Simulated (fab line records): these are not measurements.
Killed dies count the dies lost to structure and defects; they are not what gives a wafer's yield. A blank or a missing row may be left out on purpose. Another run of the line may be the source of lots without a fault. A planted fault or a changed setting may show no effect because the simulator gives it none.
Matching of chambers -- flow sfqLine -- 4 sister chambers for SFQ_TRILAYER_I1_VIA_BARC_OPEN_VIA_ETCH_071 on rieDiel-03
The step etches BARC in O2, target depth 125 nm, time 41.7 s. 8 wafers are shown with their chamber, then 7 later ones without.

== EACH WAFER AND ITS CHAMBER ==
wafer,chamber,oesProductAu (a.u.)
L744.2,0,0.692
L745.1,3,0.685
L745.4,1,0.690
L747.1,2,0.687
L747.3,3,0.686
L747.4,0,0.685
L753.1,2,0.684
L753.2,1,0.688

== WAFERS MISSING THEIR CHAMBER ==
wafer,oesProductAu (a.u.)
L753.5,0.682
L760.2,0.690
L760.4,0.684
L760.6,0.684
L763.1,0.676
L763.2,0.691
L763.5,0.681

== THE CHAMBER EACH PASSED THROUGH ==
wafer,from the rows above,in truth
L753.5,can't be placed: 2 or 3 or 0 or 1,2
L760.2,can't be placed: 1 or 0 or 2 or 3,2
L760.4,can't be placed: 2 or 3 or 0 or 1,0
L760.6,can't be placed: 2 or 3 or 0 or 1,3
L763.1,can't be placed: 2 or 3 or 0 or 1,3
L763.2,can't be placed: 1 or 0 or 2 or 3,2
L763.5,can't be placed: 2 or 3 or 0 or 1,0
Correctly placed: 0 of 7. Can't be placed from these rows: 7 (the true chamber is among the candidates in 7). Number placed wrongly: 0.
How it was worked out, from the rows above alone: a wafer's distance from a chamber is the root of the sum, over the readings, of the square of ((its reading less the chamber's mean) divided by the reading's scatter). If the next closest chamber is less than 2 further off than the closest, the wafer can't be placed; otherwise it belongs to the closest. Each chamber's mean is taken over the wafers shown for it. The scatter is the square root of a quotient: the sum, over the shown wafers, of each reading's squared deviation from its chamber's mean, divided by wafers minus chambers.
